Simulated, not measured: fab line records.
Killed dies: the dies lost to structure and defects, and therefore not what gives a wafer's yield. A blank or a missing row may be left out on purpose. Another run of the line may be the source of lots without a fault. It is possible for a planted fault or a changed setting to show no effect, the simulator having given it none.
fab line records	flow sky130
record lots=6	wafers=18	lastDay=50
route steps=708 shown SONOS_TUNNEL@155 SONOS_ONO@168 PAD_OPEN@708
lots with no fault: from the same line, run without faults
startH: the number of hours between the record's first day and the start of the first shown wafer of the lot	waitH: hours elapsed since this lot's preceding step	" the same as in the row above	L1.1+2: one row covering several wafers at once	- no value present, or no start provided	* or withheld: withheld	< > ~ a bound
route shown NAME@n: NAME is a module with steps in the file, n the number in the route of the first one	usual: average and standard deviation across the fault-free wafers	same: alike in all rows	chamber/n: place in a boat	sites: per-site readings	_std_site: the standard deviation of these	_edge_site: outer sites' mean less inner sites'	radiusMm: for every site, how far away it sits from the centre of the wafer	mask NAME#n: copy n	behind: tool/chamber where the wafer was last shaped	hold: what put the lot on hold/how long, in hours/how the hold closed	device: transistor that didn't switch, given as n, p or np	end of line: tests of these same wafers at the route's end	step lacking rows: just its recipe	killed: the dies lost at the first sort to structure and to defects; this is not the yield of the wafer	map: a wafer's dies, x killed, . not, _ none there
set.NAME: the setting as run; set.NAME@STEP: as run at that earlier step	model.NAME: the simulator's own value behind a step, which no gauge read
lots at selected steps of the route; one table per step, one row per wafer
services: a tool's chamber out of use, with start hour (startH, from the record's first day; less than 0 if before it), hours out, and reason
## steps
# step SKY_SONOS_TUNNEL_HMDS_01
# recipe primeTimeS=60	primeTempC=120
# step SKY_SONOS_TUNNEL_COAT_02
# recipe resist=NOVOLAK	spinRpm=3000	resistThkNm=1140
# step SKY_SONOS_TUNNEL_SOFTBAKE_03
# recipe tempC=90	timeS=60	resist=NOVOLAK
# step SKY_SONOS_TUNNEL_EXPOSE_04
# recipe maskId=TUNM	na=0.6	sourceShape=conventional	sigmaOuter=0.6	polarization=unpolarized	targetCdNm=410	doseMj=136
# step SKY_SONOS_TUNNEL_PEB_05
# recipe tempC=withheld	timeS=*	resist=NOVOLAK
# step SKY_SONOS_TUNNEL_DEVELOP_06
# recipe resist=NOVOLAK	developer=TMAH	developTimeS=60	devTempC=23
# step SKY_SONOS_TUNNEL_CD_MEAS_07
# recipe targetCdNm=410
# usual cdNm=409.6/2.2
lot.wafer	tool	chamber	startH	waitH	cdNm
L973.3	cdSem-01	-	273.80	0.1	412.2
L973.4	"	-	"	"	411.1
L973.6	"	-	"	"	412.7
L978.2	cdSem-02	-	332.68	0.1	407.6
L978.4	"	-	"	"	409.7
L978.6	"	-	"	"	409.9
L980.2	cdSem-02	-	333.53	0.1	407.8
L980.3	"	-	"	"	409.1
L980.5	"	-	"	"	408.7
L981.1	cdSem-02	-	345.96	0.1	409.3
L981.4	"	-	"	"	407.3
L981.5	"	-	"	"	404.6
L990.1	cdSem-02	-	412.56	0.1	409.1
L990.3	"	-	"	"	408.4
L990.6	"	-	"	"	408.0
L991.2	cdSem-01	-	422.23	0.1	411.0
L991.4	"	-	"	"	409.7
L991.6	"	-	"	"	409.0
# step SKY_SONOS_TUNNEL_OVL_MEAS_08
# usual SONOS_TUNNEL_OVL=0.0/1.4
lot.wafer	tool	chamber	startH	waitH	SONOS_TUNNEL_OVL[nm]
L973.3	overlay-02	-	273.89	0.1	2.0
L973.4	"	-	"	"	1.5
L973.6	"	-	"	"	2.4
L978.2	overlay-02	-	332.79	0.1	1.1
L978.4	"	-	"	"	1.2
L978.6	"	-	"	"	-0.1
L980.2	overlay-01	-	333.64	0.1	1.3
L980.3	"	-	"	"	0.6
L980.5	"	-	"	"	1.6
L981.1	overlay-02	-	346.08	0.1	1.1
L981.4	"	-	"	"	1.1
L981.5	"	-	"	"	0.9
L990.1	overlay-01	-	412.68	0.1	0.6
L990.3	"	-	"	"	-0.2
L990.6	"	-	"	"	0.6
L991.2	overlay-01	-	422.33	0.1	-2.7
L991.4	"	-	"	"	-0.7
L991.6	"	-	"	"	-0.7
# step SKY_SONOS_TUNNEL_IMPLANT_09
# recipe species=B	energyKev=20	doseCm2=1e+12	tiltDeg=withheld
# step SKY_SONOS_TUNNEL_WET_ETCH_10
# recipe chemistry=dHF	targetDepthNm=14	target=SiO2	dilution=100:1	tempC=25	timeS=280
# step SKY_SONOS_TUNNEL_STRIP_11
# recipe chemistry=SPM	timeS=600	tempC=130
# step SKY_SONOS_TUNNEL_TW_MEAS_12
# usual SONOS_TUNNEL_TW=197.6/2.1
lot.wafer	tool	chamber	startH	waitH	SONOS_TUNNEL_TW
L973.3	filmMetro-02	-	274.35	0.0	198.9
L973.4	"	-	"	"	198.6
L973.6	"	-	"	"	198.6
L978.2	filmMetro-02	-	333.25	0.0	198.8
L978.4	"	-	"	"	197.5
L978.6	"	-	"	"	197.3
L980.2	filmMetro-03	-	334.12	0.0	200.3
L980.3	"	-	"	"	199.7
L980.5	"	-	"	"	199.9
L981.1	filmMetro-02	-	346.53	0.0	197.2
L981.4	"	-	"	"	196.7
L981.5	"	-	"	"	195.6
L990.1	filmMetro-04	-	413.13	0.0	194.7
L990.3	"	-	"	"	193.9
L990.6	"	-	"	"	195.0
L991.2	filmMetro-04	-	422.79	0.0	196.0
L991.4	"	-	"	"	195.0
L991.6	"	-	"	"	195.5
# step SKY_SONOS_TUNNEL_CLEAN_13
# recipe chemistry=dHF	timeS=20	dilution=100:1	dry=ipaMarangoni
# usual runLengthS=48.7/2.3	timeS=20/0
lot.wafer	tool	chamber	startH	waitH	runLengthS	timeS	model.SiO2_of_NWELL_OXIDATION_01.thkNm
L973.3	wetBench-02	1	274.39	0.0	50.8	20	8.669
L973.4	"	1	"	"	50.8	20	8.586
L973.6	"	1	"	"	50.8	20	8.63
L978.2	wetBench-03	0	333.30	0.0	-	-	9.576
L978.4	"	0	"	"	-	-	9.681
L978.6	"	0	"	"	-	-	9.433
L980.2	wetBench-04	2	334.17	0.0	-	-	9.719
L980.3	"	2	"	"	-	-	9.788
L980.5	"	2	"	"	-	-	9.83
L981.1	wetBench-04	1	346.59	0.1	47.5	20	8.93
L981.4	"	1	"	"	47.5	20	8.914
L981.5	"	1	"	"	47.5	20	9.056
L990.1	wetBench-04	1	413.19	0.1	49.0	20	8.744
L990.3	"	1	"	"	49.0	20	8.587
L990.6	"	1	"	"	49.0	20	8.783
L991.2	wetBench-02	0	422.84	0.0	46.2	20	8.992
L991.4	"	0	"	"	46.2	20	8.817
L991.6	"	0	"	"	46.2	20	8.865
# step SKY_SONOS_ONO_OXIDATION_00
# recipe tempC=800	ambient=O2	idleTempC=700	rampUpCPerMin=10	rampDownCPerMin=3	stabiliseS=600	purgeS=300	targetThkA=26	oxTimeS=1249
# step SKY_SONOS_ONO_THK_MEAS_01
# recipe reads=SiO2_of_SONOS_ONO_OXIDATION_00
# usual SONOS_ONO_OXIDATION_THK=2.59/0.064
lot.wafer	tool	chamber	startH	waitH	SONOS_ONO_OXIDATION_THK[nm]
L973.3	filmMetro-01	-	275.77	0.0	2.54
L973.4	"	-	"	"	2.60
L973.6	"	-	"	"	2.59
L978.2	filmMetro-03	-	335.45	0.0	2.50
L978.4	"	-	"	"	2.47
L978.6	"	-	"	"	2.49
L980.2	filmMetro-01	-	338.00	0.0	2.66
L980.3	"	-	"	"	2.67
L980.5	"	-	"	"	2.64
L981.1	filmMetro-01	-	348.63	0.0	2.52
L981.4	"	-	"	"	2.50
L981.5	"	-	"	"	2.49
L990.1	filmMetro-01	-	414.55	0.0	2.52
L990.3	"	-	"	"	2.62
L990.6	"	-	"	"	2.56
L991.2	filmMetro-04	-	424.21	0.0	2.62
L991.4	"	-	"	"	2.60
L991.6	"	-	"	"	2.59
# step SKY_SONOS_ONO_CVD_02
# recipe material=Si3N4	precursor=DCS/NH3	targetThkNm=10.5	tempC=770	timeS=180	pressureMtorr=250
# step SKY_SONOS_ONO_THK_MEAS_03
# recipe reads=Si3N4_of_SONOS_ONO_CVD_02
# usual SONOS_ONO_CVD_02_THK=10.57/0.16
lot.wafer	tool	chamber	startH	waitH	SONOS_ONO_CVD_02_THK[nm]
L973.3	filmMetro-04	-	277.23	0.0	10.45
L973.4	"	-	"	"	10.53
L973.6	"	-	"	"	10.55
L978.2	filmMetro-03	-	337.42	0.0	10.67
L978.4	"	-	"	"	10.62
L978.6	"	-	"	"	10.65
L980.2	filmMetro-03	-	339.11	0.0	10.22
L980.3	"	-	"	"	10.37
L980.5	"	-	"	"	10.33
L981.1	filmMetro-03	-	353.46	0.0	10.40
L981.4	"	-	"	"	10.52
L981.5	"	-	"	"	10.53
L990.1	filmMetro-04	-	415.66	0.0	10.86
L990.3	"	-	"	"	10.84
L990.6	"	-	"	"	10.87
L991.2	filmMetro-04	-	425.32	0.0	10.52
L991.4	"	-	"	"	10.52
L991.6	"	-	"	"	10.49
# step SKY_SONOS_ONO_CVD_04
# recipe material=SiO2	precursor=SiH4/N2O	targetThkNm=5.7199	tempC=900	pressureMtorr=400
# step SKY_SONOS_ONO_THK_MEAS_05
# recipe reads=SiO2_of_SONOS_ONO_CVD_04
# usual SONOS_ONO_CVD_04_THK=5.69/0.11
lot.wafer	tool	chamber	startH	waitH	SONOS_ONO_CVD_04_THK[nm]
L973.3	filmMetro-04	-	278.54	0.0	5.77
L973.4	"	-	"	"	5.74
L973.6	"	-	"	"	5.67
L978.2	filmMetro-04	-	338.73	0.0	5.84
L978.4	"	-	"	"	5.86
L978.6	"	-	"	"	5.81
L980.2	filmMetro-01	-	340.42	0.0	5.77
L980.3	"	-	"	"	5.70
L980.5	"	-	"	"	5.81
L981.1	filmMetro-03	-	354.77	0.0	5.76
L981.4	"	-	"	"	5.73
L981.5	"	-	"	"	5.85
L990.1	filmMetro-01	-	417.59	0.0	5.64
L990.3	"	-	"	"	5.80
L990.6	"	-	"	"	5.80
L991.2	filmMetro-01	-	426.63	0.0	5.60
L991.4	"	-	"	"	5.61
L991.6	"	-	"	"	5.65
# step SKY_SONOS_ONO_DEHYDRATE_06
# recipe tempC=200	timeS=60
# step SKY_SONOS_ONO_HMDS_07
# recipe primeTimeS=60	primeTempC=120
# step SKY_SONOS_ONO_COAT_08
# recipe resist=NOVOLAK	spinRpm=3000	resistThkNm=1140
# step SKY_SONOS_ONO_SOFTBAKE_09
# recipe tempC=90	timeS=60	resist=NOVOLAK
# step SKY_SONOS_ONO_EXPOSE_10
# recipe maskId=ONOM	targetCdNm=410	na=0.6	sourceShape=conventional	sigmaOuter=0.6	doseMj=150
# step SKY_SONOS_ONO_PEB_11
# recipe tempC=withheld	timeS=*	resist=NOVOLAK
# step SKY_SONOS_ONO_DEVELOP_12
# recipe developTimeS=60	devTempC=23
# step SKY_SONOS_ONO_CD_MEAS_13
# recipe targetCdNm=410
# usual cdNm=409.5/2.2
lot.wafer	tool	chamber	startH	waitH	cdNm
L973.3	cdSem-02	-	303.54	0.1	409.6
L973.4	"	-	"	"	406.6
L973.6	"	-	"	"	406.8
L978.2	cdSem-01	-	365.73	0.1	409.8
L978.4	"	-	"	"	408.2
L978.6	"	-	"	"	409.9
L980.2	cdSem-02	-	367.72	0.1	410.9
L980.3	"	-	"	"	413.2
L980.5	"	-	"	"	412.5
L981.1	cdSem-02	-	382.25	0.1	407.9
L981.4	"	-	"	"	409.8
L981.5	"	-	"	"	410.1
L990.1	cdSem-01	-	448.06	0.1	409.1
L990.3	"	-	"	"	409.7
L990.6	"	-	"	"	410.4
L991.2	cdSem-01	-	457.52	0.1	410.5
L991.4	"	-	"	"	408.6
L991.6	"	-	"	"	409.4
# step SKY_SONOS_ONO_OVL_MEAS_14
# usual SONOS_ONO_OVL=1.1/1.4
lot.wafer	tool	chamber	startH	waitH	SONOS_ONO_OVL[nm]
L973.3	overlay-02	-	303.64	0.1	0.5
L973.4	"	-	"	"	3.0
L973.6	"	-	"	"	2.3
L978.2	overlay-02	-	365.84	0.1	1.9
L978.4	"	-	"	"	1.5
L978.6	"	-	"	"	-0.2
L980.2	overlay-01	-	367.83	0.1	1.5
L980.3	"	-	"	"	2.5
L980.5	"	-	"	"	1.5
L981.1	overlay-02	-	382.37	0.1	-0.4
L981.4	"	-	"	"	0.0
L981.5	"	-	"	"	2.1
L990.1	overlay-02	-	448.18	0.1	1.6
L990.3	"	-	"	"	-1.0
L990.6	"	-	"	"	0.0
L991.2	overlay-02	-	457.63	0.1	1.6
L991.4	"	-	"	"	1.3
L991.6	"	-	"	"	2.8
# step SKY_SONOS_ONO_ETCH_15
# recipe targetDepthNm=19.52	chemistry=CHF3/O2	sourceW=600	biasW=200	pressureMtorr=40	chf3FlowSccm=50	O2_flow_sccm=5	timeS=7.8
# usual O2_flow_sccm=4.998/0.016	drypumpMotorCurrentA=5.8/0.36	oesProductAu=1.003/0.0084	throttleValvePct=8.825/0.0096
lot.wafer	tool	chamber	startH	waitH	O2_flow_sccm	drypumpMotorCurrentA	oesProductAu	rfHoursCounterH	throttleValvePct	model.SiO2_of_NWELL_OXIDATION_01.thkNm
L973.3	rieDiel-02	1	303.66	0.0	5.021	5.8	1.002	2	8.818	5.371
L973.4	"	0	"	"	4.979	5.2	1.002	10	8.808	5.283
L973.6	"	0	"	"	4.996	5.2	1.006	-	8.841	5.307
L978.2	rieDiel-04	2	365.87	0.0	5.025	6.2	1.011	95	8.832	6.219
L978.4	"	1	"	"	5.012	6.1	1.006	1	8.808	6.323
L978.6	"	0	"	"	4.993	5.8	1.007	-	8.842	6.112
L980.2	rieDiel-02	2	367.86	0.0	5.010	6.5	0.999	5	8.821	6.45
L980.3	"	3	"	"	4.990	5.7	1.002	63	8.830	6.473
L980.5	"	3	"	"	5.015	5.7	1.000	-	8.819	6.498
L981.1	rieDiel-02	2	382.41	0.0	4.967	6.4	1.003	5	8.829	5.642
L981.4	"	0	"	"	5.016	5.2	1.000	12	8.832	5.6
L981.5	"	2	"	"	4.970	6.4	0.997	-	8.817	5.776
L990.1	rieDiel-01	3	448.22	0.0	5.006	5.3	0.999	7	8.833	5.459
L990.3	"	2	"	"	4.980	6.1	1.001	33	8.830	5.289
L990.6	"	0	"	"	4.972	5.7	0.991	-	8.822	5.508
L991.2	rieDiel-04	3	457.66	0.0	4.981	5.7	1.000	14	8.834	5.663
L991.4	"	0	"	"	5.001	5.7	1.005	35	8.822	5.494
L991.6	"	3	"	"	5.014	5.7	1.005	-	8.829	5.544
# step SKY_SONOS_ONO_WET_ETCH_16
# recipe chemistry=dHF	targetDepthNm=14	dry=n2Spin	target=SiO2	dilution=100:1	tempC=25	timeS=280
# step SKY_PAD_OPEN_PROBE_99
# usual killed_at_M0_to_M3=42/6.6	killed_at_M4_up=3.0/1.8	killedAtContacts=25/5.1	killedAtFrontEnd=15/4.4	killedAtOther=0.3/0.56	killedDies=86/8.6	killedOpen=47/6.9	killedShort=38/6
# same grossDies=492	killedAtBackSide=0
lot.wafer	tool	chamber	startH	waitH	killed_at_M0_to_M3	killed_at_M4_up	killedAtContacts	killedAtFrontEnd	killedAtOther	killedDies	killedOpen	killedShort	model.etest.capOno.gateBvV	model.etest.capOno.gateLog10ACm2	model.etest.sonosBaked.vtLessV	model.etest.sonosBaked.vtV
L973.3	prober-01	-	1097.67	0.2	46	2	27	13	1	89	52	37	16.46	-7.829	-0.5016	0.993
L973.4	prober-01	-	1097.72	0.2	57	2	21	15	0	95	57	37	16.62	-7.86	-0.4431	1.006
L973.6	prober-01	-	1097.82	0.2	41	3	18	17	0	79	46	33	16.25	-7.874	-0.5057	0.9969
L980.2	prober-02	-	1143.58	0.1	30	2	31	21	0	84	45	39	13.12	-6.017	-0.7665	0.7422
L980.3	prober-02	-	1143.63	0.2	45	4	25	11	0	85	47	37	13.16	-6.008	-0.7304	0.7363
L980.5	prober-02	-	1143.73	0.2	46	1	29	12	0	88	50	38	13.01	-6.108	-0.7524	0.7008
L978.2	prober-02	-	1145.31	0.1	34	7	26	20	0	87	53	34	13.27	-6.334	-0.6626	0.6788
L978.4	prober-02	-	1145.41	0.2	42	4	29	14	1	90	54	36	13.12	-6.313	-0.6817	0.6464
L978.6	prober-02	-	1145.51	0.2	49	2	22	11	1	85	44	40	13.31	-6.321	-0.6541	0.6851
L981.1	prober-01	-	1151.68	0.1	53	1	29	7	0	90	56	34	16.68	-7.904	-0.5082	0.9516
L981.4	prober-01	-	1151.83	0.2	37	2	29	10	0	78	39	39	17.11	-7.741	-0.5098	0.9603
L981.5	prober-01	-	1151.88	0.2	43	1	28	18	1	91	58	33	16.47	-8.016	-0.4835	0.9006
L990.1	prober-02	-	1187.59	0.1	31	4	29	13	0	77	43	34	16.55	-8.175	-0.4394	0.9704
L990.3	prober-02	-	1187.69	0.2	36	1	38	14	0	89	54	35	16.48	-8.299	-0.4042	0.8936
L990.6	prober-02	-	1187.84	0.2	40	2	29	16	0	87	55	32	16.21	-8.188	-0.4568	0.8879
L991.2	prober-01	-	1194.68	0.1	39	4	25	13	0	81	55	26	16.52	-7.829	-0.5303	1.002
L991.4	prober-01	-	1194.78	0.2	44	3	29	12	3	91	55	36	16.7	-7.893	-0.498	0.9914
L991.6	prober-01	-	1194.88	0.2	42	2	23	19	0	86	43	43	16.82	-7.829	-0.505	0.9993
# killed by level:class
L973.3 CONTACT:geometricParticle:open=10 VIA3:geometricParticle:open=10 VIA2:geometricParticle:open=8 VIA1:geometricParticle:open=7 LI_CONTACT:geometricParticle:open=6 VIA1:geometricParticle:short=5 METAL3:geometricParticle:short=5 LOCAL_INTERCONNECT:geometricParticle:short=4
L973.4 VIA2:geometricParticle:open=14 VIA1:geometricParticle:open=11 VIA3:geometricParticle:open=9 CONTACT:geometricParticle:open=7 POLY_GATE:geometricParticle:open=6 LOCAL_INTERCONNECT:geometricParticle:short=5 METAL2:geometricParticle:short=5 METAL3:geometricParticle:short=5
L973.6 LI_CONTACT:geometricParticle:open=11 VIA1:geometricParticle:open=9 POLY_GATE:geometricParticle:open=6 VIA1:geometricParticle:short=6 VIA2:geometricParticle:open=6 VIA3:geometricParticle:short=6 FIELD_ISO:geometricParticle:open=5 METAL3:geometricParticle:short=4
L980.2 VIA1:geometricParticle:open=10 CONTACT:geometricParticle:open=8 FIELD_ISO:geometricParticle:short=7 CONTACT:geometricParticle:short=7 POLY_GATE:geometricParticle:open=6 POLY_GATE:geometricParticle:short=5 LI_CONTACT:geometricParticle:short=5 LOCAL_INTERCONNECT:geometricParticle:short=5
L980.3 VIA1:geometricParticle:open=11 CONTACT:geometricParticle:open=9 VIA2:geometricParticle:open=7 VIA3:geometricParticle:open=7 LOCAL_INTERCONNECT:geometricParticle:short=5 METAL1:geometricParticle:short=5 POLY_GATE:geometricParticle:short=4 METAL4:geometricParticle:short=4
L980.5 VIA2:geometricParticle:open=11 CONTACT:geometricParticle:open=9 LOCAL_INTERCONNECT:geometricParticle:short=8 VIA1:geometricParticle:short=8 LI_CONTACT:geometricParticle:open=7 VIA1:geometricParticle:open=7 POLY_GATE:geometricParticle:open=6 METAL2:geometricParticle:short=5
L978.2 VIA1:geometricParticle:open=15 FIELD_ISO:geometricParticle:open=9 CONTACT:geometricParticle:open=9 METAL4:geometricParticle:short=7 FIELD_ISO:geometricParticle:short=6 LI_CONTACT:geometricParticle:open=5 VIA2:geometricParticle:open=5 CONTACT:geometricParticle:short=4
L978.4 CONTACT:geometricParticle:open=12 VIA3:geometricParticle:open=11 LI_CONTACT:geometricParticle:open=8 VIA1:geometricParticle:open=7 METAL2:geometricParticle:short=7 CONTACT:geometricParticle:short=5 SPACER:geometricParticle:short=4 FIELD_ISO:geometricParticle:open=3
L978.6 CONTACT:geometricParticle:open=10 VIA3:geometricParticle:open=8 VIA1:geometricParticle:short=8 VIA1:geometricParticle:open=7 METAL2:geometricParticle:short=6 VIA2:geometricParticle:open=5 LI_CONTACT:geometricParticle:open=4 CONTACT:geometricParticle:short=4
L981.1 LI_CONTACT:geometricParticle:open=15 VIA1:geometricParticle:open=14 VIA3:geometricParticle:open=10 VIA2:geometricParticle:open=6 METAL2:geometricParticle:short=6 CONTACT:geometricParticle:short=5 LOCAL_INTERCONNECT:geometricParticle:short=4 CONTACT:geometricParticle:open=4
L981.4 CONTACT:geometricParticle:open=9 METAL2:geometricParticle:short=7 VIA3:geometricParticle:open=6 LOCAL_INTERCONNECT:geometricParticle:short=6 VIA1:geometricParticle:open=6 LI_CONTACT:geometricParticle:open=5 VIA1:geometricParticle:short=5 VIA2:geometricParticle:open=5
L981.5 CONTACT:geometricParticle:open=17 VIA1:geometricParticle:open=12 VIA3:geometricParticle:open=8 FIELD_ISO:geometricParticle:open=6 VIA2:geometricParticle:short=5 LI_CONTACT:geometricParticle:open=4 VIA1:geometricParticle:short=4 METAL1:geometricParticle:short=4
L990.1 CONTACT:geometricParticle:open=12 VIA1:geometricParticle:open=8 LI_CONTACT:geometricParticle:open=7 VIA1:geometricParticle:short=6 LOCAL_INTERCONNECT:geometricParticle:short=5 FIELD_ISO:geometricParticle:open=4 VIA2:geometricParticle:short=4 FIELD_ISO:geometricParticle:short=3
L990.3 CONTACT:geometricParticle:open=15 LI_CONTACT:geometricParticle:open=11 VIA1:geometricParticle:open=9 METAL1:geometricParticle:short=8 VIA2:geometricParticle:open=7 LOCAL_INTERCONNECT:geometricParticle:short=6 POLY_GATE:geometricParticle:open=4 LI_CONTACT:geometricParticle:short=4
L990.6 CONTACT:geometricParticle:open=11 VIA3:geometricParticle:open=9 VIA1:geometricParticle:open=7 FIELD_ISO:geometricParticle:open=6 LI_CONTACT:geometricParticle:open=6 VIA1:geometricParticle:short=5 POLY_GATE:geometricParticle:open=4 CONTACT:geometricParticle:short=4
L991.2 CONTACT:geometricParticle:open=15 VIA1:geometricParticle:open=9 METAL2:geometricParticle:short=9 VIA2:geometricParticle:open=8 LI_CONTACT:geometricParticle:open=5 FIELD_ISO:geometricParticle:short=4 FIELD_ISO:geometricParticle:open=4 VIA3:geometricParticle:open=4
L991.4 CONTACT:geometricParticle:open=11 VIA1:geometricParticle:open=11 VIA2:geometricParticle:open=9 LI_CONTACT:geometricParticle:open=8 POLY_GATE:geometricParticle:open=7 VIA3:geometricParticle:open=6 METAL1:geometricParticle:short=5 LOCAL_INTERCONNECT:geometricParticle:short=4
L991.6 CONTACT:geometricParticle:open=14 VIA2:geometricParticle:open=8 METAL1:geometricParticle:short=6 VIA1:geometricParticle:open=6 VIA1:geometricParticle:short=6 FIELD_ISO:geometricParticle:short=5 CONTACT:geometricParticle:short=5 POLY_GATE:geometricParticle:short=4
## services
tool	chamber	startH	hours	kind
rieDiel-04	1	252.27	-	clean
rieDiel-04	1	252.27	21.7	scheduledDown
rieDiel-04	1	252.27	21.7	ventCycle
rieDiel-01	-	258.28	0.5	repair
rieDiel-02	-	270.88	2.8	pm
rieDiel-02	0	274.09	10.8	repair
rieDiel-01	1	287.59	18.3	repair
rieDiel-01	2	297.04	4.6	repair
rieDiel-04	-	314.12	15.6	pm
rieDiel-02	1	321.74	3.2	repair
rieDiel-04	1	338.74	4.2	repair
rieDiel-04	2	344.36	2.4	repair
rieDiel-04	1	391.93	5.4	repair
rieDiel-01	1	403.40	9.1	repair
rieDiel-01	3	404.68	16.2	repair
rieDiel-02	-	416.76	1.4	repair
rieDiel-01	1	428.98	25.3	repair
rieDiel-02	3	442.73	7.6	repair
rieDiel-01	-	443.42	2.8	pm
rieDiel-02	0	447.35	4.8	repair
rieDiel-01	1	454.29	-	clean
rieDiel-01	1	454.29	16.8	scheduledDown
rieDiel-01	1	454.29	16.8	ventCycle
## key
firstSign step=SKY_SONOS_TUNNEL_CLEAN_13	reading=toolRecord	direction=missing
effect none on later readings
modelEffect step=SKY_SONOS_TUNNEL_CLEAN_13	value=SiO2_of_NWELL_OXIDATION_01.thkNm	without=8.786	struck=9.671
modelEffect step=SKY_SONOS_ONO_ETCH_15	value=SiO2_of_NWELL_OXIDATION_01.thkNm	without=5.46	struck=6.346
modelEffect step=SKY_PAD_OPEN_PROBE_99	value=etest.capOno.gateBvV	without=16.77	struck=13.17
metAt SKY_SONOS_TUNNEL_CLEAN_13
struckWafers L978.2,L978.4,L978.6,L980.2,L980.3,L980.5
testerLeftOut L978,L980
fault kind=skippedStepWhole	tool=wetBench-03,wetBench-04	chamber=-	onsetH=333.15	steps=SKY_SONOS_TUNNEL_CLEAN_13	scope=struckLotsOnly
# testerLeftOut: of these lots the tester's yield and bins aren't shown, on N5 and GAA mostly nor the transistor test; their killed dies are dies lost to structure and defects alone, not to doping, threshold or leakage, so they don't give the yield
